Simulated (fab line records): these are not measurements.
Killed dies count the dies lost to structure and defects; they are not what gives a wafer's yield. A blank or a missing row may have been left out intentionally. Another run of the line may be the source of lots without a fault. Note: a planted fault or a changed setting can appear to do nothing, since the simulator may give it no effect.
What tool caused it? | flow gf180mcu | Sampling: 13 lots, 39 wafers, 5 of 602 route steps

WHAT THE GAUGES READ, wafer by wafer
GF_NWELL_OVL_MEAS_07.
lot  | measured    | on         | NWELL_OVL (nm)
L606 | day 3 17:40 | overlay-01 | -1.1 1.3 -1.1
L607 | day 4 01:31 | overlay-02 | 0.0 -0.4 -0.7
L608 | day 4 04:00 | overlay-01 | 0.9 1.7 1.9
L609 | day 4 10:28 | overlay-02 | -0.8 0.0 2.0
L612 | day 5 02:00 | overlay-01 | 0.9 0.3 0.7
L613 | day 5 08:55 | overlay-01 | -1.9 -1.3 -0.9
L614 | day 5 14:15 | overlay-02 | 0.0 -1.4 1.6
L617 | day 6 06:58 | overlay-02 | -1.0 -2.1 -1.7
L619 | day 6 17:03 | overlay-02 | 94.9 93.7 95.7
L620 | day 6 22:31 | overlay-01 | -1.2 -1.9 0.4
L621 | day 7 03:42 | overlay-01 | 1.0 2.1 3.4
L622 | day 7 10:31 | overlay-02 | 94.0 94.1 94.4
L624 | day 7 20:01 | overlay-02 | 0.8 -1.2 0.9

GF_POLY_GATE_THK_MEAS_01.
lot  | measured     | on            | POLY_GATE_CVD_00_THK (nm)
L606 | day 9 00:43  | film-metro-03 | 199.7 199.1 200.8
L607 | day 9 11:54  | film-metro-02 | 200.1 198.1 198.8
L608 | day 9 15:55  | film-metro-02 | 200.2 200.2 198.0
L609 | day 9 23:37  | film-metro-03 | 199.1 202.0 200.4
L612 | day 10 18:53 | film-metro-03 | 201.6 201.4 202.2
L613 | day 11 00:07 | film-metro-01 | 200.6 202.1 200.2
L614 | day 11 10:01 | film-metro-02 | 199.8 198.2 199.8
L617 | day 12 05:25 | film-metro-03 | 200.2 199.0 198.1
L619 | day 12 18:45 | film-metro-03 | 196.9 197.0 198.0
L620 | day 13 01:54 | film-metro-02 | 198.1 197.1 197.2
L621 | day 13 08:35 | film-metro-03 | 200.3 199.3 198.8
L622 | day 13 18:40 | film-metro-01 | 199.0 199.0 199.7
L624 | day 14 05:19 | film-metro-02 | 198.2 198.0 198.3

GF_HV_LDD_OVL_MEAS_47.
lot  | measured     | on         | HV_LDD_03_OVL (nm)
L606 | day 12 23:08 | overlay-02 | -0.1 1.4 -1.3
L607 | day 13 13:41 | overlay-01 | 3.6 4.0 0.8
L608 | day 13 17:25 | overlay-02 | -1.5 -1.2 -1.8
L609 | day 14 03:58 | overlay-01 | -3.3 -1.7 -2.7
L612 | day 15 01:41 | overlay-01 | 0.7 -0.6 0.0
L613 | day 15 07:29 | overlay-02 | -2.1 -0.8 -2.2
L614 | day 15 18:56 | overlay-02 | -0.7 -1.8 1.1
L617 | day 16 17:13 | overlay-01 | 1.6 0.1 0.6
L619 | day 17 07:49 | overlay-02 | -0.3 -0.5 0.1
L620 | day 17 18:46 | overlay-01 | 2.8 -0.5 1.1
L621 | day 18 01:37 | overlay-02 | -4.9 -3.5 -2.2
L622 | day 18 10:59 | overlay-02 | -2.1 0.4 0.1
L624 | day 19 01:34 | overlay-02 | 3.1 0.6 -0.3

WHICH TOOL RAN EACH LOT (tool, then ch and the chambers of the sampled wafers, then the start)
lot  | GF_NWELL_EXPOSE_04                 | GF_POLY_GATE_ETCH_12
L606 | iline-stepper-02 ch 0, day 3 11:31 | rie-diel-01 ch 1,3, day 9 17:33
L607 | iline-stepper-02 ch 0, day 3 19:40 | rie-diel-02 ch 0,1,3, day 10 06:16
L608 | iline-stepper-02 ch 0, day 3 21:51 | rie-diel-02 ch 1,3, day 10 09:16
L609 | iline-stepper-01 ch 0, day 4 03:47 | rie-diel-01 ch 0,1,3, day 10 17:43
L612 | iline-stepper-02 ch 0, day 4 18:50 | rie-diel-04 ch 0,1, day 11 14:07
L613 | iline-stepper-01 ch 0, day 5 01:48 | rie-diel-04 ch 0,1,3, day 11 18:39
L614 | iline-stepper-01 ch 0, day 5 06:57 | rie-diel-04 ch 1,3, day 12 05:22
L617 | iline-stepper-02 ch 0, day 5 23:31 | rie-diel-04 ch 1,2, day 13 01:12
L619 | iline-stepper-02 ch 0, day 6 09:15 | rie-diel-01 ch 0,2,3, day 13 14:43
L620 | iline-stepper-01 ch 0, day 6 14:54 | rie-diel-01 ch 0,3, day 13 22:37
L621 | iline-stepper-01 ch 0, day 6 20:01 | rie-diel-02 ch 0,1,2, day 14 05:24
L622 | iline-stepper-02 ch 0, day 7 03:00 | rie-diel-02 ch 1,2,3, day 14 15:21
L624 | iline-stepper-01 ch 0, day 7 12:10 | rie-diel-01 ch 1,2,3, day 15 02:36
- GF_NWELL_EXPOSE_04: exposes mask Nwell, target cd 860 nm.
- GF_POLY_GATE_ETCH_12: etches BARC in N2/H2.

WHAT THE TOOLS THEMSELVES READ (means of the sampled wafers that have a number; where no wafer has one, the mark that the record gives instead)
GF_NWELL_EXPOSE_04.
lot  | tool             | exposure-dose-mJ-cm2
L606 | iline-stepper-02 | 260.09
L607 | iline-stepper-02 | 260.14
L608 | iline-stepper-02 | 259.98
L609 | iline-stepper-01 | 260.17
L612 | iline-stepper-02 | 259.95
L613 | iline-stepper-01 | 260.06
L614 | iline-stepper-01 | 260.18
L617 | iline-stepper-02 | 259.99
L619 | iline-stepper-02 | 259.84
L620 | iline-stepper-01 | 259.90
L621 | iline-stepper-01 | 260.01
L622 | iline-stepper-02 | 259.90
L624 | iline-stepper-01 | 260.15

GF_POLY_GATE_ETCH_12.
lot  | tool        | chamber-pressure-mTorr (mTorr) | drypump-motor-current-A (A) | oes-product-au (a.u.) | throttle-valve-pct (%)
L606 | rie-diel-01 | 29.986                         | 5.7                         | 0.733                 | 13.219
L607 | rie-diel-02 | 30.014                         | 5.7                         | 0.735                 | 13.214
L608 | rie-diel-02 | 29.983                         | 5.4                         | 0.736                 | 13.216
L609 | rie-diel-01 | 29.996                         | 5.8                         | 0.736                 | 13.227
L612 | rie-diel-04 | 30.002                         | 6.4                         | 0.734                 | 13.206
L613 | rie-diel-04 | 29.986                         | 6.1                         | 0.733                 | 13.214
L614 | rie-diel-04 | 30.000                         | 5.8                         | 0.735                 | 13.213
L617 | rie-diel-04 | 29.994                         | 6.1                         | 0.730                 | 13.225
L619 | rie-diel-01 | 30.012                         | 5.8                         | 0.736                 | 13.220
L620 | rie-diel-01 | 30.007                         | 6.0                         | 0.736                 | 13.224
L621 | rie-diel-02 | 30.015                         | 5.8                         | 0.732                 | 13.206
L622 | rie-diel-02 | 30.002                         | 5.6                         | 0.738                 | 13.206
L624 | rie-diel-01 | 29.982                         | 5.5                         | 0.732                 | 13.218

THE ANSWER, worked out from the rows above alone
Rule: the lots themselves supply what counts as usual. The widest of any qualifying gaps counts: lots, ordered by their means at a reading, are off when they make up no more than a third of the lots, leave a main group of 4 or more, and stand apart from it by 3 or more times the standard deviation of that group's means. The tables above print the reading to a certain number of digits; a main group whose means all agree to those digits is not used. Also off: a lot with no number at a reading for which 4 or more lots have one. Any other lot the step has rows for is counted as sound. Order of review: gauges by route order, followed by the tools' own readings, for which a lot's mean as printed above is used. The first step at which some lot is off is used, and at that step the reading that is off furthest; a lot without a number counts as furthest.
Off: L619, L622, seen at GF_NWELL_OVL_MEAS_07 (NWELL_OVL). The main group has a mean of 0.0 nm with a standard deviation of 1.1.
A tool fits if, at a process step before that reading, it ran every lot that is off, and no sound lot after the first of them. Those tools and the gauges at GF_NWELL_OVL_MEAS_07 are tried in the same way. One candidate fits, namely iline-stepper-02 at GF_NWELL_EXPOSE_04. A fault onset in the window from L617 (day 5 23:31, its last sound lot) to L619 (day 6 09:15, its first lot off) fits.

WHAT HAD BEEN PUT IN BY THE SIMULATOR
Scanner matching overlay: iline-stepper-02, from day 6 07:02 on, at GF_NWELL_EXPOSE_04. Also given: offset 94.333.
Struck lots among those shown: L619, L622. Same finding as the rule above.
